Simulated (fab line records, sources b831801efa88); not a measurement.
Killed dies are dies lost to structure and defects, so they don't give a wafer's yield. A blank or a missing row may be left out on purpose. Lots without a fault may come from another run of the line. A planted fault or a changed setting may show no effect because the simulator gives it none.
Problem report in the 8D (eight disciplines) form, filled by code | flow gf180mcu | the parts of the form that need people (team, actions taken, sign-off) are left out

1. THE PROBLEM
V3_W_RS at GF_V3_RS_MEAS_24 reads a mean of 0.212 ohm/sq on 6 wafers of 2 lots; wafers without a fault read 0.325 ohm/sq with a standard deviation of 0.0039. That is -29 standard deviations from the usual mean.
The step: measures by four-point-probe.
First seen on wafer L816.2, day 27 06:56, on film_metro-02. The record holds 33 wafers of 11 lots with a number at this step. Rule for "out", or "out of limits": more than 4 standard deviations from the usual mean. The other wafers with a number count as sound.

2. WHAT IT IS AND WHAT IT IS NOT
question                    | is                           | is not
which readings at this step | V3_W_RS                      | -
which lots                  | L816, L817                   | L802, L804, L806, L808, L809, L810, L812, L814, L825
which wafers of those lots  | all that have a number       | -
read on which gauges        | film_metro-02, film_metro-03 | film_metro-01
when                        | from day 27 06:56            | up to then (24 sound wafers); but 3 sound wafers of L825 came after

3. SUSPECTS, AND WHAT RULES EACH OUT
Counting: a tool at a process step up to the reading stays a suspect if it ran every lot that is out and no sound lot after the first of them.
- the gauge at GF_V3_RS_MEAS_24: ruled out. The wafers that are out were read on 2 gauges (film_metro-02, film_metro-03).
- cvd_w-02 at GF_V3_CVD_23 (deposits W, target thk 350 nm, time 104.9 s): kept. It ran every lot that is out, first L816 (day 27 06:43), and no sound lot after that; its last sound lot up to then is L814 (day 26 16:40).
Left after counting: cvd_w-02 at GF_V3_CVD_23.

4. THE CAUSE (what the simulator had put in)
Process parameter drift: cvd_w-02, from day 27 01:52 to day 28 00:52, at GF_V3_CVD_23. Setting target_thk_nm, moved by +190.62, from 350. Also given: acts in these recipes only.
Counting left only this tool.

5. THE CHAIN OF EFFECTS, in route order
Each row: a reading whose mean over the struck wafers that have a number lies more than 3 standard deviations from the usual. Only readings for which the record gives a usual standard deviation are gone through. hours: the time from each lot's start at the first step in this table that gives one to its start at this step, as a median over the lots. sigmas: the change in usual standard deviations.
hours | step              | reading            | usual        | on struck wafers | change | sigmas
0     | GF_V3_RS_MEAS_24  | V3_W_RS            | 0.325 ohm/sq | 0.212            | -0.113 | -29
0     | GF_V3_THK_MEAS_25 | V3_W_THK           | 360 nm       | 543              | +183   | +26
0     | GF_V3_CMP_26      | time_to_endpoint_s | 87 s         | 128              | +41    | +9.0
The process steps in it:
- GF_V3_CMP_26: polishes, stops on SiO2, t overpolish 15 s, target thk 0 nm.

6. WHAT WOULD HAVE CAUGHT IT SOONER
In this record the first reading out of limits at a measuring or inspecting step was taken at day 27 06:56, 5 hours after the fault began at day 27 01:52.
Of the tool readings at GF_V3_CVD_23 for which the record gives a usual standard deviation, none was out on any struck wafer, so an alarm limit of 4 standard deviations on them would not have fired.
Of the lots that are out (2), L817 began GF_V3_CVD_23 on cvd_w-02 after day 27 06:56. A hold on the tool at that time would have spared it.
